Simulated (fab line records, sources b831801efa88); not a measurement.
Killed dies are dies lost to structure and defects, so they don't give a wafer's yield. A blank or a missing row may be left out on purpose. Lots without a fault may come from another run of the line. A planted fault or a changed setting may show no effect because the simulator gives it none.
A struck lot beside a sound one | flow sfq_line | 42 steps out of a route of 325
Sound: wafers L763.2, L763.5, L763.6. Struck: wafer L780.1. (L780.3, L780.6 of the same lot were not struck and are left out.) The cause comes at the end.
At each step with rows: each side's tool, then ch and its chambers, then its first start. Under that, the readings that differ: sound wafers | struck wafers | difference of the means | sigmas: that difference in standard deviations of wafers without a fault.
alike: readings whose means differ by less than 2 such deviations, and words and numbers that are the same on both sides. not compared: withheld readings, readings that some wafer has no value for, bounds like >300 that may hide the same value, and numbers for which the record gives no deviation and whose values overlap.
The two part at a step that has a row with sigmas, a row that says differs or no value, or rows on one side only. Numbers that don't overlap but have no deviation are shown without sigmas and don't part them. A reading that every wafer of one side lacks parts them only if that side has two wafers or more.

first, 6 steps without rows for these wafers: SFQ_TRILAYER_C5_LITHO_COAT_156 (resist thk 62 nm); SFQ_TRILAYER_C5_LITHO_COAT_151 (resist thk 650 nm); SFQ_TRILAYER_C5_LITHO_SOFTBAKE_155; SFQ_TRILAYER_C5_LITHO_EXPOSE_152 (exposes mask C5, target cd 500 nm); SFQ_TRILAYER_C5_LITHO_PEB_154 (peb time 60 s); SFQ_TRILAYER_C5_LITHO_DEVELOP_153 (time 60 s).
SFQ_C5_OVL_MEAS_937:
  sound on overlay-02, day 64 07:14; struck on overlay-02, day 68 03:34
  alike: C5_OVL
SFQ_TRILAYER_C5_BARC_OPEN_VIA_ETCH_210: etches BARC in O2, target depth 125 nm, time 41.7 s.
  sound on rie_diel-03 ch 0,1, day 64 07:16; struck on rie_diel-02 ch 3, day 68 03:36
  reading               | sound             | struck | difference | sigmas
  oes_product_au (a.u.) | 0.691 0.692 0.683 | 0.676  | -0.013     | -3
  alike: drypump_motor_current_A
  not compared: rf_hours_counter_h
SFQ_TRILAYER_C5_ETCH_VIA_ETCH_154: etches SiO2 in CHF3, stops on Nb, target depth 84 nm.
  sound on rie_diel-03 ch 0,1, day 64 07:18; struck on rie_diel-02 ch 3, day 68 03:38
  reading               | sound             | struck | difference | sigmas
  oes_product_au (a.u.) | 0.891 0.898 0.898 | 0.875  | -0.021     | -2
  alike: drypump_motor_current_A
then, 3 steps without rows for these wafers: SFQ_TRILAYER_C5_STRIP_STRIP_155 (strips in O2); SFQ_TRILAYER_C5_STRIP_SOLV_CLEAN_156 (cleans in NMP, time 600 s); SFQ_TRILAYER_M6_DEP_PRE_CLEAN_158 (time 22.5 s).
SFQ_TRILAYER_M6_DEP_SPUTTER_157: material Nb, target thk 200 nm, time 133.3 s.
  sound on pvd_sputter-06, day 64 08:10; struck on pvd_sputter-06, day 68 04:30
  reading                                             | sound             | struck | difference | sigmas
  model.Nb_of_TRILAYER_M6_DEP_SPUTTER_157.thk_nm (nm) | 201.4 204.3 206.4 | 315.9  | +111.9     |
  alike: chamber_pressure_pa, substrate_temp_c, throttle_valve_pct
SFQ_M6_RS_MEAS_938: measures by four-point-probe.
  sound on film_metro-02, day 64 08:17; struck on film_metro-04, day 68 04:35
  reading           | sound             | struck | difference | sigmas
  M6_NB_RS (ohm/sq) | 0.882 0.867 0.859 | 0.562  | -0.307     | -26
then, 6 steps without rows for these wafers: SFQ_TRILAYER_M6_LITHO_COAT_164 (resist thk 62 nm); SFQ_TRILAYER_M6_LITHO_COAT_159 (resist thk 600 nm); SFQ_TRILAYER_M6_LITHO_SOFTBAKE_163; SFQ_TRILAYER_M6_LITHO_EXPOSE_160 (exposes mask M6, target cd 500 nm); SFQ_TRILAYER_M6_LITHO_PEB_162 (peb time 60 s); SFQ_TRILAYER_M6_LITHO_DEVELOP_161 (time 60 s).
-- the record jumps here: 4 days lie between the struck wafers' starts before and after --
SFQ_M6_OVL_MEAS_940:
  sound on overlay-02, day 69 01:31; struck on overlay-01, day 72 13:41
  alike: M6_OVL
then, 1 step without rows for these wafers: SFQ_TRILAYER_M6_BARC_OPEN_METAL_ETCH_206 (etches BARC in O2, target depth 125 nm, time 41.7 s).
SFQ_TRILAYER_M6_ETCH_METAL_ETCH_162: etches Nb in Cl2/Ar, stops on SiO2, target depth 240 nm, time 120 s.
  sound on rie_metal-04 ch 0,1, day 69 01:37; struck on rie_metal-03 ch 0, day 72 13:47
  reading               | sound             | struck | difference | sigmas
  oes_product_au (a.u.) | 0.899 0.911 0.914 | 0.990  | +0.082     | +9
  alike: drypump_motor_current_A, he_backside_leak_sccm
  not compared: rf_hours_counter_h
then, 2 steps without rows for these wafers: SFQ_TRILAYER_M6_STRIP_STRIP_163 (strips in O2); SFQ_TRILAYER_M6_STRIP_SOLV_CLEAN_164 (cleans in NMP, time 600 s).
SFQ_TRILAYER_I6_DEP_PECVD_165: deposits SiO2 from SiH4/N2O, time 111.11 s, target thk 500 nm.
  sound on pecvd-04 ch 0,1,2, day 69 02:31; struck on pecvd-03 ch 1, day 72 14:41
  alike: heater_power_w, throttle_valve_pct
then, 1 step without rows for these wafers: SFQ_TRILAYER_I6_CMP_CMP_166 (polishes SiO2).
SFQ_I6_BOW_MEAS_941:
  sound on film_metro-03, day 69 06:13; struck on film_metro-02, day 72 19:08
  alike: I6_BOW
SFQ_TRILAYER_I6_METRO_MEASURE_167:
  sound on film_metro-03, day 69 06:31; struck on film_metro-02, day 72 19:16
  alike: thk_nm
then, 6 steps without rows for these wafers: SFQ_TRILAYER_I6_VIA_LITHO_COAT_174 (resist thk 62 nm); SFQ_TRILAYER_I6_VIA_LITHO_COAT_169 (resist thk 650 nm); SFQ_TRILAYER_I6_VIA_LITHO_SOFTBAKE_173; SFQ_TRILAYER_I6_VIA_LITHO_EXPOSE_170 (exposes mask I6, target cd 700 nm); SFQ_TRILAYER_I6_VIA_LITHO_PEB_172 (peb time 60 s); SFQ_TRILAYER_I6_VIA_LITHO_DEVELOP_171 (time 60 s).
-- the record jumps here: 5 days lie between the struck wafers' starts before and after --
SFQ_I6_OVL_MEAS_942:
  sound on overlay-01, day 73 16:43; struck on overlay-01, day 77 19:53
  alike: I6_OVL
SFQ_TRILAYER_I6_VIA_BARC_OPEN_VIA_ETCH_235: etches BARC in O2, target depth 125 nm, time 41.7 s.
  sound on rie_diel-01 ch 1,3, day 73 16:44; struck on rie_diel-01 ch 3, day 77 19:56
  reading               | sound             | struck | difference | sigmas
  oes_product_au (a.u.) | 0.682 0.688 0.680 | 0.695  | +0.012     | +2
  alike: drypump_motor_current_A
  not compared: rf_hours_counter_h
then, 4 steps without rows for these wafers: SFQ_TRILAYER_I6_VIA_ETCH_VIA_ETCH_172 (etches SiO2 in CHF3, stops on Nb, target depth 260 nm); SFQ_TRILAYER_I6_VIA_STRIP_STRIP_173 (strips in O2); SFQ_TRILAYER_I6_VIA_STRIP_SOLV_CLEAN_174 (cleans in NMP, time 600 s); SFQ_TRILAYER_M7_DEP_PRE_CLEAN_176 (time 22.5 s).
-- the record jumps here: 9 days lie between the struck wafers' starts before and after --
SFQ_M8_BOW_MEAS_951:
  sound on film_metro-01, day 80 06:35; struck on film_metro-01, day 86 11:08
  reading                       | sound                | struck | difference | sigmas
  model.etest.m6.comb_log10_ohm | 12 12 12             | 0      | -12        |
  model.etest.m6.ohm_sq         | 0.8825 0.8703 0.8612 | 0.5628 | -0.3085    |
  alike: M8_BOW

WHERE THEY PART
First at SFQ_TRILAYER_C5_BARC_OPEN_VIA_ETCH_210; last, within this record, at SFQ_TRILAYER_I6_VIA_BARC_OPEN_VIA_ETCH_235. Later steps at which nothing parts them and some readings are alike: SFQ_M8_BOW_MEAS_951.

WHY: what the simulator had put in
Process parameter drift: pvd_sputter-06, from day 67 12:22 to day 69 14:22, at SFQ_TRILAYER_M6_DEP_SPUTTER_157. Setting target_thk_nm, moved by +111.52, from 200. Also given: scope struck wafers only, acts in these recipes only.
